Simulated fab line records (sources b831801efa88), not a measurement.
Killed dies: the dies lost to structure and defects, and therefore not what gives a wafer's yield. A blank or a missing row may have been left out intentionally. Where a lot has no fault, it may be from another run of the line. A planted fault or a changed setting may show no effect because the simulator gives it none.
What tool caused it?    flow sky130    13 lots with 39 wafers sampled at 4 steps, on a route of 708 steps

## WHAT THE GAUGES READ, wafer by wafer
SKY_PAD_OPEN_BOW_MEAS_13.
lot   measured      on             PAD_OPEN_BOW (um)
L864  day 45 11:40  film-metro-01  38 37 41
L865  day 45 20:47  film-metro-03  55 53 61
L866  day 45 23:36  film-metro-03  52 50 54
L868  day 46 11:47  film-metro-04  55 53 50
L869  day 46 20:33  film-metro-01  55 57 67
L872  day 47 19:23  film-metro-03  45 51 46
L871  day 47 22:52  film-metro-03  46 26 36
L870  day 47 23:06  film-metro-01  47 51 50
L878  day 49 00:31  film-metro-03  54 56 58
L879  day 49 04:23  film-metro-04  38 37 30
L883  day 50 05:29  film-metro-04  41 58 48
L884  day 50 09:35  film-metro-01  44 44 36
L886  day 50 15:06  film-metro-03  63 52 49

## TOOL THAT RAN EACH LOT (tool first, then ch and the chambers of the sampled wafers, then the start)
lot   SKY_LI_CONTACT_SPUTTER_20     SKY_METAL5_STRIP_16                   SKY_PAD_OPEN_STRIP_08
L864  pvd-sputter-02, day 28 16:40  plasma-asher-03 ch 0,1, day 43 12:09  plasma-asher-01 ch 0,1, day 45 09:31
L865  pvd-sputter-01, day 29 14:10  plasma-asher-01 ch 0,1, day 43 21:23  plasma-asher-03 ch 0,1, day 45 18:40
L866  pvd-sputter-03, day 29 16:28  plasma-asher-04 ch 0,1, day 43 23:49  plasma-asher-03 ch 0,1, day 45 21:27
L868  pvd-sputter-02, day 30 09:31  plasma-asher-03 ch 0,1, day 44 14:14  plasma-asher-02 ch 1, day 46 09:40
L869  pvd-sputter-02, day 30 22:02  plasma-asher-01 ch 0,1, day 45 01:08  plasma-asher-01 ch 0,1, day 46 18:26
L872  pvd-sputter-02, day 31 18:05  plasma-asher-01 ch 1, day 46 02:45    plasma-asher-01 ch 0,1, day 47 17:17
L871  pvd-sputter-02, day 31 21:04  plasma-asher-04 ch 0,1, day 46 04:17  plasma-asher-03 ch 0,1, day 47 20:44
L870  pvd-sputter-01, day 31 21:26  plasma-asher-01 ch 0,1, day 46 04:55  plasma-asher-02 ch 0,1, day 47 21:00
L878  pvd-sputter-03, day 33 16:38  plasma-asher-04 ch 1, day 47 05:42    plasma-asher-01 ch 0,1, day 48 22:25
L879  pvd-sputter-03, day 34 02:38  plasma-asher-04 ch 0,1, day 47 11:11  plasma-asher-02 ch 0,1, day 49 02:17
L883  pvd-sputter-01, day 35 05:32  plasma-asher-04 ch 0,1, day 48 16:05  plasma-asher-03 ch 0,1, day 50 03:16
L884  pvd-sputter-01, day 35 10:44  plasma-asher-03 ch 0,1, day 48 20:35  plasma-asher-01 ch 0,1, day 50 07:29
L886  pvd-sputter-01, day 36 06:56  plasma-asher-03 ch 0,1, day 49 02:03  plasma-asher-02 ch 0,1, day 50 12:43
- SKY_LI_CONTACT_SPUTTER_20: material TiN, target thk 20 nm, time 80 s.
- SKY_METAL5_STRIP_16: strips in O2/N2.
- SKY_PAD_OPEN_STRIP_08: strips in O2/N2.

## AS READ BY THE TOOLS THEMSELVES (means over the sampled wafers that have a number; for cases with no such wafer, the mark the record gives instead)
SKY_LI_CONTACT_SPUTTER_20.
lot   tool            throttle-valve-pct (%)
L864  pvd-sputter-02  29.7
L865  pvd-sputter-01  30.5
L866  pvd-sputter-03  29.2
L868  pvd-sputter-02  29.6
L869  pvd-sputter-02  29.8
L872  pvd-sputter-02  29.8
L871  pvd-sputter-02  29.8
L870  pvd-sputter-01  30.8
L878  pvd-sputter-03  29.2
L879  pvd-sputter-03  29.0
L883  pvd-sputter-01  30.5
L884  pvd-sputter-01  30.8
L886  pvd-sputter-01  30.4

SKY_METAL5_STRIP_16.
lot   tool             drypump-motor-current-A (A)  oes-product-au (a.u.)  strip-time-to-endpoint-s (s)
L864  plasma-asher-03  6.1                          0.714                  13.12
L865  plasma-asher-01  6.0                          0.709                  13.06
L866  plasma-asher-04  5.7                          0.712                  12.92
L868  plasma-asher-03  6.1                          0.710                  13.21
L869  plasma-asher-01  5.7                          0.707                  13.14
L872  plasma-asher-01  6.3                          0.712                  13.10
L871  plasma-asher-04  5.5                          0.712                  12.84
L870  plasma-asher-01  6.0                          0.705                  13.17
L878  plasma-asher-04  5.3                          0.709                  13.22
L879  plasma-asher-04  5.5                          0.710                  13.22
L883  plasma-asher-04  5.7                          0.715                  12.82
L884  plasma-asher-03  5.8                          0.709                  13.17
L886  plasma-asher-03  6.1                          0.712                  13.23

SKY_PAD_OPEN_STRIP_08.
lot   tool             drypump-motor-current-A (A)  oes-product-au (a.u.)  strip-time-to-endpoint-s (s)
L864  plasma-asher-01  5.8                          0.660                  37.15
L865  plasma-asher-03  5.8                          0.661                  37.07
L866  plasma-asher-03  6.1                          0.665                  37.02
L868  plasma-asher-02  6.2                          0.660                  37.05
L869  plasma-asher-01  6.0                          0.659                  36.97
L872  plasma-asher-01  5.8                          0.665                  37.14
L871  plasma-asher-03  6.1                          0.662                  37.02
L870  plasma-asher-02  6.2                          0.660                  37.06
L878  plasma-asher-01  5.8                          0.664                  37.00
L879  plasma-asher-02  6.1                          0.662                  36.95
L883  plasma-asher-03  5.8                          0.661                  37.11
L884  plasma-asher-01  6.0                          0.665                  37.12
L886  plasma-asher-02  6.1                          0.662                  36.78

## THE ANSWER, worked out from the rows above alone
Rule: what is usual is taken from the lots themselves. Put in order of their means at a reading, lots are off if they are a third of the lots or fewer, leave a main group of 4 or more, and stand apart from it by a gap of 3 or more times the standard deviation of the main group's means; of several such gaps the widest counts. A main group is skipped when, at the precision printed for the reading in the tables above, its means are all equal. A lot without any number at a reading at which 4 lots or more have one is off too. The other lots that the step has rows for count as sound. First the gauges in route order, then the tools' own readings, where a lot's mean is used as printed above. At the first step where some lot is off, the reading lying furthest off is the one used; lots without a number count as furthest.
Nothing can be told from this: no lot is off at any reading shown.

## WHAT THE SIMULATOR HAD PUT IN
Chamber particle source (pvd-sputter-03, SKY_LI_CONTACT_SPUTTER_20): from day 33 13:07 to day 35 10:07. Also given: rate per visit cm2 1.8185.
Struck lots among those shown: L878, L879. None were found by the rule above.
